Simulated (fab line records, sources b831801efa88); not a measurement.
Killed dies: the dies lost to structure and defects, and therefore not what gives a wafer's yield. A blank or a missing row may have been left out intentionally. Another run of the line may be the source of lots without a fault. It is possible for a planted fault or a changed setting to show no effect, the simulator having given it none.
fab line records	flow sky130
[record] lots = 13	wafers = 39	last_day = 50
route steps=708 shown SD_N@353 VIA2@509 PAD_OPEN@708
lots untouched by any fault: they come from a run of this same line in which no faults occurred
start_h: the number of hours between the record's first day and the start of the first shown wafer of the lot	wait_h: hours from the lot's prior step to this one	" identical to the entry in the row above	L1.1+2: one row covering several wafers at once	- no value, or no start was given	* or withheld: withheld	< > ~ a bound
route shown NAME@n: a module of which the file shows steps, and the number in the route of the first	usual: the fault-free wafers' mean and standard deviation	same: alike in all rows	chamber/n: place in a boat	sites: per-site readings	_std_site: standard deviation of those values	_edge_site: outer sites' mean less inner sites'	radius_mm: how far each site lies from the wafer's centre	mask NAME#n: copy n	behind: tool/chamber where the wafer was last shaped	hold: why the lot was held/for how many hours/how that ended	device: the n, p or np transistor that did not switch	end of line: tests run on the same wafers once the route is complete	a step given without rows: its recipe and nothing more	killed: not the wafer's yield, but the dies lost to structure and defects at the first sort	map: a wafer's dies, marking killed ones x, the rest . and places with no die _
set.NAME: the setting the step ran with; set.NAME@STEP: the setting that earlier step ran with	model.NAME: the simulator's own value behind a step, which no gauge read
steps of the route over a sample of lots; a table a step, a row a wafer
services: the hour from which a tool's chamber was out of use, counted from the record's first day as start_h (under 0 if before that day), plus the number of hours and why
[[steps]]
[step SKY_SD_N_STRIP_11]
[recipe] chemistry = O2/N2	power_w = 1400	pressure_mtorr = 1500	platen_temp_c = withheld	o2_flow_sccm = 3000	n2_flow_sccm = 300	overash_fraction = 0.5
[usual] chamber_pressure_mTorr = 1500.0/1.3	drypump_motor_current_A = 5.8/0.63	oes_product_au = 0.528/0.0048	strip_time_to_endpoint_s = 22.58/0.04
[same] overash_fraction = 0.5
lot.wafer	tool	chamber	start_h	wait_h	chamber_pressure_mTorr	drypump_motor_current_A	oes_product_au	rf_hours_counter_h	strip_time_to_endpoint_s
L112.1	plasma_asher-04	1	659.96	0.1	1500.2	6.1	0.533	52	22.60
L112.3	"	1	"	"	1501.4	6.1	0.523	-	22.60
L112.5	"	0	"	"	1499.8	6.7	0.536	-	22.58
L113.3	plasma_asher-04	0	677.35	0.1	1500.8	6.7	0.522	-	22.55
L113.5	"	1	"	"	1500.2	6.1	0.531	-	22.52
L113.6	"	0	"	"	1500.3	6.7	0.535	-	22.52
L115.1	plasma_asher-01	1	695.17	0.1	1500.1	5.0	0.534	90	22.58
L115.3	"	0	"	"	1501.0	5.4	0.527	-	22.54
L115.5	"	1	"	"	1502.0	5.0	0.524	-	22.55
L119.2	plasma_asher-03	0	725.42	0.1	1498.9	5.0	0.521	27	22.56
L119.4	"	0	"	"	1501.3	5.0	0.529	-	22.57
L119.6	"	0	"	"	1500.4	5.1	0.528	-	22.62
L118.1	plasma_asher-03	0	726.69	0.1	1503.4	5.0	0.523	27	22.59
L118.3	"	1	"	"	1500.1	5.5	0.527	-	22.62
L118.6	"	0	"	"	1502.2	5.0	0.518	-	22.63
L120.1	plasma_asher-01	1	737.51	0.1	1502.1	5.0	0.513	95	23.75
L120.5	"	0	"	"	1501.7	5.4	0.542	-	22.61
L120.6	"	1	"	"	1499.6	5.0	0.520	-	23.73
L121.1	plasma_asher-01	0	740.82	0.2	1499.2	5.4	0.533	95	22.62
L121.5	"	0	"	"	1500.5	5.4	0.518	-	22.64
L121.6	"	1	"	"	1499.4	5.0	0.506	-	23.85
L124.1	plasma_asher-04	1	761.02	0.1	1500.7	6.1	0.525	62	22.58
L124.2	"	0	"	"	1499.8	6.7	0.524	62	22.53
L124.4	"	1	"	"	1501.6	6.1	0.529	-	22.57
L129.1	plasma_asher-01	1	795.27	0.1	1500.9	5.0	0.523	100	22.56
L129.2	"	0	"	"	1498.7	5.4	0.532	100	22.55
L129.5	"	1	"	"	1499.8	5.0	0.531	-	22.59
L130.1	plasma_asher-01	1	800.46	0.1	1500.8	5.0	0.526	101	22.52
L130.3	"	0	"	"	1498.0	5.4	0.524	-	22.55
L130.4	"	1	"	"	1499.7	5.0	0.524	-	22.55
L131.2	plasma_asher-03	0	806.91	0.1	1498.9	5.1	0.524	35	22.52
L131.3	"	0	"	"	1500.5	5.1	0.524	-	22.52
L131.5	"	0	"	"	1499.5	5.1	0.528	-	22.55
L132.2	plasma_asher-04	1	819.02	0.1	1500.7	6.1	0.532	68	22.56
L132.3	"	1	"	"	1501.5	6.1	0.526	-	22.56
L132.5	"	1	"	"	1499.7	6.1	0.528	-	22.55
L133.1	plasma_asher-01	0	828.22	0.1	1499.7	5.4	0.517	104	22.52
L133.5	"	0	"	"	1500.8	5.4	0.529	-	22.51
L133.6	"	1	"	"	1499.7	5.0	0.523	-	22.58
[step SKY_VIA2_CMP_02]
[recipe] material = SiO2	down_force_psi = 4	platen_rpm = 60	pad_velocity_m_s = 0.94248
[usual] motor_current_A = 12.8/1.2	platen_rpm = 59.99/0.039
lot.wafer	tool	chamber	start_h	wait_h	motor_current_A	platen_rpm
L112.3	cmp-01	2	834.63	0.1	14.4	59.98
L112.1	"	3	"	"	13.6	59.94
L112.5	"	2	"	"	13.3	60.01
L113.3	cmp-02	3	849.53	0.0	12.8	60.10
L113.6	"	3	"	"	13.3	59.98
L113.5	"	0	"	"	13.6	60.01
L115.3	cmp-01	2	866.05	0.0	13.3	60.01
L115.1	"	3	"	"	13.2	60.00
L115.5	"	2	"	"	13.8	59.96
L119.4	cmp-01	1	894.27	0.0	12.4	59.98
L119.2	"	3	"	"	13.6	60.01
L119.6	"	2	"	"	14.8	60.01
L118.1	cmp-02	3	896.76	0.1	12.5	60.07
L118.3	"	1	"	"	12.6	60.02
L118.6	"	0	"	"	13.3	59.95
L120.1	cmp-01	3	906.39	0.1	14.0	59.96
L120.6	"	2	"	"	13.4	59.98
L120.5	"	3	"	"	14.4	60.00
L121.1	cmp-01	0	907.55	0.2	10.7	60.05
L121.5	"	1	"	"	12.7	60.00
L121.6	"	2	"	"	14.0	59.99
L124.4	cmp-02	2	927.27	0.0	11.0	60.01
L124.1	"	3	"	"	13.1	60.03
L124.2	"	0	"	"	13.9	60.00
L129.2	cmp-01	2	961.37	0.1	14.5	60.01
L129.1	"	3	"	"	14.8	59.94
L129.5	"	0	"	"	10.8	59.96
L130.3	cmp-01	2	965.50	0.0	15.0	60.04
L130.4	"	3	"	"	14.7	59.97
L130.1	"	0	"	"	10.4	60.01
L131.3	cmp-02	1	971.19	0.0	12.0	59.96
L131.2	"	2	"	"	11.6	59.90
L131.5	"	1	"	"	12.4	59.91
L132.3	cmp-02	3	981.49	0.0	12.9	60.02
L132.2	"	0	"	"	13.9	59.98
L132.5	"	0	"	"	13.2	59.97
L133.1	cmp-02	2	988.47	0.1	11.3	60.03
L133.6	"	2	"	"	11.1	60.03
L133.5	"	3	"	"	13.2	59.94
[step SKY_VIA2_BOW_MEAS_03]
[recipe] mode = bow
[usual] VIA2_BOW = 88/6.9
lot.wafer	tool	chamber	start_h	wait_h	VIA2_BOW[um]
L112.1	film_metro-03	-	834.88	0.1	91
L112.3	"	-	"	"	85
L112.5	"	-	"	"	73
L113.3	film_metro-03	-	849.87	0.3	87
L113.5	"	-	"	"	95
L113.6	"	-	"	"	94
L115.1	film_metro-04	-	866.35	0.2	86
L115.3	"	-	"	"	91
L115.5	"	-	"	"	101
L119.2	film_metro-04	-	894.59	0.2	86
L119.4	"	-	"	"	91
L119.6	"	-	"	"	94
L118.1	film_metro-03	-	897.06	0.2	85
L118.3	"	-	"	"	88
L118.6	"	-	"	"	100
L120.1	film_metro-04	-	906.64	0.2	96
L120.5	"	-	"	"	87
L120.6	"	-	"	"	95
L121.1	film_metro-04	-	907.70	0.1	83
L121.5	"	-	"	"	100
L121.6	"	-	"	"	87
L124.1	film_metro-04	-	927.57	0.2	88
L124.2	"	-	"	"	78
L124.4	"	-	"	"	88
L129.1	film_metro-04	-	961.57	0.1	80
L129.2	"	-	"	"	80
L129.5	"	-	"	"	84
L130.1	film_metro-04	-	965.80	0.1	98
L130.3	"	-	"	"	93
L130.4	"	-	"	"	83
L131.2	film_metro-01	-	971.51	0.2	88
L131.3	"	-	"	"	87
L131.5	"	-	"	"	88
L132.2	film_metro-04	-	981.81	0.2	98
L132.3	"	-	"	"	89
L132.5	"	-	"	"	86
L133.1	film_metro-01	-	988.77	0.2	80
L133.5	"	-	"	"	88
L133.6	"	-	"	"	77
[step SKY_VIA2_CVD_21]
[recipe] material = W	target_thk_nm = 420	time_s = 126.4	temp_c = 400	pressure_torr = 40
[usual] heater_power_w = 843/150
lot.wafer	tool	chamber	start_h	wait_h	heater_power_w	since_wet_clean_h
L112.1	cvd_w-02	1	862.23	0.0	756	958
L112.3	"	1	"	"	767	-
L112.5	"	1	"	"	762	-
L113.3	cvd_w-02	0	877.49	0.1	1056	-
L113.5	"	0	"	"	1061	-
L113.6	"	1	"	"	742	-
L115.1	cvd_w-02	0	892.78	0.0	1022	989
L115.3	"	1	"	"	743	-
L115.5	"	1	"	"	754	-
L119.2	cvd_w-02	1	919.74	0.0	720	2
L119.4	"	0	"	"	1007	-
L119.6	"	1	"	"	736	-
L118.1	cvd_w-02	1	923.39	0.0	700	5
L118.3	"	0	"	"	1046	-
L118.6	"	1	"	"	718	-
L120.1	cvd_w-01	0	932.08	0.0	882	528
L120.5	"	0	"	"	896	-
L120.6	"	1	"	"	659	-
L121.1	cvd_w-02	1	933.20	0.0	721	15
L121.5	"	0	"	"	1018	-
L121.6	"	1	"	"	733	-
L124.1	cvd_w-01	0	953.31	0.0	903	549
L124.2	"	1	"	"	659	549
L124.4	"	1	"	"	648	-
L129.1	cvd_w-02	0	985.59	0.0	1037	68
L129.2	"	1	"	"	730	68
L129.5	"	1	"	"	733	-
L130.1	cvd_w-01	1	990.23	0.0	680	586
L130.3	"	1	"	"	657	-
L130.4	"	0	"	"	904	-
L131.2	cvd_w-01	0	995.97	0.0	895	592
L131.3	"	0	"	"	915	-
L131.5	"	1	"	"	659	-
L132.2	cvd_w-02	1	1006.14	0.0	726	88
L132.3	"	1	"	"	722	-
L132.5	"	0	"	"	1055	-
L133.1	cvd_w-02	1	1012.88	0.0	711	95
L133.5	"	1	"	"	722	-
L133.6	"	0	"	"	1051	-
[step SKY_PAD_OPEN_PROBE_99]
[usual] killed_at_M0_to_M3 = 44/7.9	killed_at_M4_up = 3.1/2	killed_at_contacts = 23/4.9	killed_at_front_end = 15/3.9	killed_at_other = 0.2/0.49	killed_dies = 86/10	killed_on_rim = 17/3.9	killed_open = 47/7.1	killed_short = 39/7.1
[same] gross_dies = 492	killed_at_back_side = 0
lot.wafer	tool	chamber	start_h	wait_h	killed_at_M0_to_M3	killed_at_M4_up	killed_at_contacts	killed_at_front_end	killed_at_other	killed_dies	killed_on_rim	killed_open	killed_short
L121.1	prober-01	-	1142.82	0.1	45	3	24	11	1	84	18	46	37
L121.5	prober-01	-	1143.02	0.2	44	5	24	16	0	89	12	44	44
L121.6	prober-01	-	1143.07	0.2	39	0	23	16	0	78	11	52	26
L124.1	prober-02	-	1157.88	0.1	42	2	23	13	0	80	22	54	26
L124.2	prober-02	-	1157.93	0.1	34	6	25	24	1	90	17	48	42
L124.4	prober-02	-	1158.03	0.2	51	2	26	14	0	93	17	51	42
L129.1	prober-01	-	1180.19	0.1	47	5	31	19	0	102	27	56	46
L129.2	prober-01	-	1180.24	0.1	31	3	25	10	0	69	11	36	33
L129.5	prober-01	-	1180.39	0.2	37	6	21	18	0	82	16	47	35
L133.1	prober-01	-	1199.52	0.1	50	5	24	9	0	88	14	45	42
L133.5	prober-01	-	1199.72	0.2	45	1	24	15	1	86	20	39	47
L133.6	prober-01	-	1199.77	0.2	42	2	20	11	0	75	11	33	40
// killed by level:class
L121.1 CONTACT:geometric_particle:open=10 VIA1:geometric_particle:open=10 VIA3:geometric_particle:open=10 LI_CONTACT:geometric_particle:open=6 METAL1:geometric_particle:short=6 CONTACT:geometric_particle:short=5 VIA1:geometric_particle:short=5 FIELD_ISO:geometric_particle:open=4
L121.5 VIA1:geometric_particle:open=12 CONTACT:geometric_particle:short=8 VIA1:geometric_particle:short=8 FIELD_ISO:geometric_particle:short=7 CONTACT:geometric_particle:open=7 FIELD_ISO:geometric_particle:open=6 VIA3:geometric_particle:short=5 VIA3:geometric_particle:open=5
L121.6 VIA3:geometric_particle:open=10 VIA1:geometric_particle:open=9 CONTACT:geometric_particle:open=8 FIELD_ISO:geometric_particle:open=7 CONTACT:geometric_particle:short=5 LI_CONTACT:geometric_particle:open=4 METAL1:geometric_particle:short=4 METAL2:geometric_particle:short=4
L124.1 CONTACT:geometric_particle:open=14 VIA1:geometric_particle:open=12 VIA2:geometric_particle:open=8 VIA3:geometric_particle:open=6 FIELD_ISO:geometric_particle:short=5 LI_CONTACT:geometric_particle:open=4 CONTACT:geometric_particle:short=4 METAL1:geometric_particle:short=4
L124.2 CONTACT:geometric_particle:open=10 POLY_GATE:geometric_particle:open=9 VIA1:geometric_particle:open=8 VIA2:geometric_particle:open=6 FIELD_ISO:geometric_particle:short=5 METAL2:geometric_particle:short=5 CONTACT:geometric_particle:short=5 POLY_GATE:geometric_particle:short=4
L124.4 VIA1:geometric_particle:open=13 VIA2:geometric_particle:open=9 VIA3:geometric_particle:open=8 CONTACT:geometric_particle:open=7 METAL2:geometric_particle:short=6 LI_CONTACT:geometric_particle:short=5 LOCAL_INTERCONNECT:geometric_particle:short=5 CONTACT:geometric_particle:short=5
L129.1 LI_CONTACT:geometric_particle:open=9 CONTACT:geometric_particle:open=9 FIELD_ISO:geometric_particle:open=7 POLY_GATE:geometric_particle:short=7 VIA1:geometric_particle:open=7 METAL2:geometric_particle:short=7 VIA2:geometric_particle:open=6 CONTACT:geometric_particle:short=5
L129.2 CONTACT:geometric_particle:open=10 VIA1:geometric_particle:open=9 LOCAL_INTERCONNECT:geometric_particle:short=7 CONTACT:geometric_particle:short=5 VIA2:geometric_particle:open=5 METAL1:geometric_particle:short=4 METAL2:geometric_particle:short=4 POLY_GATE:geometric_particle:short=3
L129.5 CONTACT:geometric_particle:open=9 VIA2:geometric_particle:open=8 LI_CONTACT:geometric_particle:open=7 FIELD_ISO:geometric_particle:short=6 VIA1:geometric_particle:open=6 VIA1:geometric_particle:short=5 FIELD_ISO:geometric_particle:open=4 VIA2:geometric_particle:short=4
L133.1 VIA1:geometric_particle:open=14 LI_CONTACT:geometric_particle:open=9 VIA2:geometric_particle:open=6 VIA3:geometric_particle:open=6 VIA1:geometric_particle:short=5 FIELD_ISO:geometric_particle:short=4 LOCAL_INTERCONNECT:geometric_particle:short=4 CONTACT:geometric_particle:short=4
L133.5 VIA1:geometric_particle:open=7 METAL2:geometric_particle:short=7 VIA3:geometric_particle:open=7 LI_CONTACT:geometric_particle:short=6 LOCAL_INTERCONNECT:geometric_particle:short=6 CONTACT:geometric_particle:open=6 VIA3:geometric_particle:short=5 METAL1:geometric_particle:short=4
L133.6 VIA1:geometric_particle:open=8 VIA2:geometric_particle:open=6 CONTACT:geometric_particle:open=6 CONTACT:geometric_particle:short=5 METAL3:geometric_particle:short=4 LI_CONTACT:geometric_particle:open=4 LOCAL_INTERCONNECT:geometric_particle:short=4 VIA1:geometric_particle:short=4
[[services]]
tool	chamber	start_h	hours	kind
cmp-02	-	638.83	2.9	repair
cmp-01	-	658.81	0.6	repair
cmp-02	-	706.13	1.9	repair
cmp-01	-	708.11	3.7	pm
cmp-02	-	712.37	2.4	repair
cmp-01	-	717.94	0.8	repair
cvd_w-02	-	733.04	1.5	repair
cmp-02	-	751.89	4.0	pm
cmp-02	-	756.56	0.6	repair
cmp-01	-	765.03	0.3	repair
cmp-01	-	795.25	6.1	pm
cmp-02	-	801.43	4.5	pm
plasma_asher-01	-	820.31	2.0	repair
cvd_w-02	-	820.79	0.7	repair
plasma_asher-01	-	834.80	14.6	pm
cmp-02	-	849.00	0.5	repair
plasma_asher-01	-	852.59	2.1	repair
cmp-02	-	895.95	0.8	repair
cvd_w-02	-	904.00	14.0	pm
plasma_asher-01	-	906.77	7.5	repair
cmp-01	-	912.00	4.0	pm
plasma_asher-01	-	939.32	2.8	pm
cmp-01	-	970.18	12.8	pm
plasma_asher-01	-	984.38	5.7	repair
[[key]]
[first_sign] step = SKY_SD_N_STRIP_11	reading = strip_time_to_endpoint_s	direction = up	sigmas = 30	usual = *	struck = *
[effect] step = SKY_SD_N_STRIP_11	reading = oes_product_au	direction = down	sigmas = 3.2	usual = 0.528	struck = 0.513
met_at SKY_SD_N_STRIP_11
struck_lots L120,L121
struck_wafers L120.1,L120.6,L121.6
tester_left_out L120,L121
not_acting_at SKY_VIA2_CMP_02,SKY_VIA2_BOW_MEAS_03,SKY_VIA2_CVD_21
onset_between 695.17 737.51
[fault] kind = process_parameter_drift	tool = plasma_asher-01	chamber = 1	onset_h = 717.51	steps = SKY_SD_N_STRIP_11	channel = power_w	offset = *	shape = step	end_h = 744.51	acts_in = *	stated = *
// tester_left_out: of these lots the tester's yield and bins aren't shown, on N5 and GAA mostly nor the transistor test; their killed dies are dies lost to structure and defects alone, not to doping, threshold or leakage, so they don't give the yield
